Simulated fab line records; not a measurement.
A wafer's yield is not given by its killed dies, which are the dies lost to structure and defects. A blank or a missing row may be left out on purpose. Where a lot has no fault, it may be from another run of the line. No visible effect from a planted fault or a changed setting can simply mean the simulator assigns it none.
Matching of chambers | flow sky130 | 4 sister chambers for SKY_VIA4_CMP_02 on cmp-02
The step polishes SiO2. 22 wafers are shown with their chamber, then 10 later ones without.

== EACH WAFER AND ITS CHAMBER ==
wafer  | chamber | motor current A (A) | retaining ring pressure frac | head pressure psi (psi)
L138.1 | 1       | 14.6                | 1.001                        | 3.998
L138.4 | 2       | 10.2                | 0.995                        | 4.027
L138.6 | 0       | 14.5                | 0.996                        | 3.993
L140.1 | 1       | 14.6                | 1.001                        | 4.000
L140.2 | 0       | 13.6                | 1.006                        | 4.017
L140.6 | 1       | 14.4                | 0.997                        | 3.986
L141.3 | 1       | 14.5                | 0.996                        | 4.003
L141.4 | 3       | 10.4                | 1.002                        | 3.995
L141.5 | 1       | 14.5                | 1.003                        | 4.007
L142.3 | 0       | 13.8                | 0.999                        | 3.992
L142.5 | 2       | 11.1                | 1.006                        | 4.018
L142.6 | 3       | 10.0                | 1.005                        | 3.994
L144.2 | 3       | 10.0                | 1.005                        | 3.997
L144.3 | 2       | 10.9                | 0.989                        | 3.986
L148.1 | 3       | 10.7                | 1.005                        | 4.003
L148.3 | 2       | 11.5                | 0.994                        | 4.004
L148.6 | 2       | 11.2                | 1.000                        | 4.007
L149.2 | 3       | 10.1                | 1.005                        | 4.006
L149.5 | 3       | 10.9                | 1.001                        | 3.995
L149.6 | 0       | 13.5                | 0.998                        | 4.008
L151.1 | 2       | 10.8                | 0.999                        | 3.988
L151.2 | 3       | 10.2                | 0.998                        | 3.999

SIGNATURES (averages over the wafers above)
reading                      | chamber 0 | chamber 1 | chamber 2 | chamber 3 | scatter within a chamber
motor current A              | 13.850    | 14.520    | 10.950    | 10.329    | 0.363
retaining ring pressure frac | 0.99975   | 0.99960   | 0.99717   | 1.00300   | 0.00414
head pressure psi            | 4.00250   | 3.99880   | 4.00500   | 3.99843   | 0.0109
Rule: a wafer's distance from a chamber is the root of the sum, over the readings, of the square of ((its reading less the chamber's mean) divided by the reading's scatter). If the next closest chamber is less than 2 further off than the closest, the wafer can't be placed; otherwise it belongs to the closest. The scatter: the root of (the sum of the squares of (reading less its chamber's mean) over the shown wafers, divided by (wafers less chambers)).

== WAFERS WITH NO CHAMBER GIVEN ==
wafer  | motor current A (A) | retaining ring pressure frac | head pressure psi (psi)
L151.6 | 15.2                | 1.001                        | 4.002
L157.2 | 14.5                | 1.000                        | 4.005
L157.3 | 10.7                | 1.003                        | 4.003
L157.5 | 11.3                | 1.005                        | 3.991
L158.2 | 13.7                | 0.999                        | 3.998
L158.4 | 11.3                | 0.999                        | 3.999
L158.6 | 10.4                | 1.001                        | 4.002
L159.1 | 13.9                | 0.994                        | 4.004
L159.2 | 11.4                | 1.004                        | 4.002
L159.4 | 14.4                | 1.001                        | 3.993

== THE CHAMBER EACH PASSED THROUGH ==
wafer  | from the rows above     | in truth
L151.6 | can't be placed: 1 or 0 | 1
L157.2 | can't be placed: 1 or 0 | 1
L157.3 | can't be placed: 3 or 2 | 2
L157.5 | can't be placed: 2 or 3 | 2
L158.2 | can't be placed: 0 or 1 | 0
L158.4 | can't be placed: 2 or 3 | 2
L158.6 | can't be placed: 3 or 2 | 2
L159.1 | can't be placed: 0 or 1 | 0
L159.2 | can't be placed: 2 or 3 | 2
L159.4 | can't be placed: 1 or 0 | 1
0 of 10 placed correctly. Cannot be placed on the basis of these rows: 10; the candidates contain the true chamber in 10. Wrongly placed: 0.
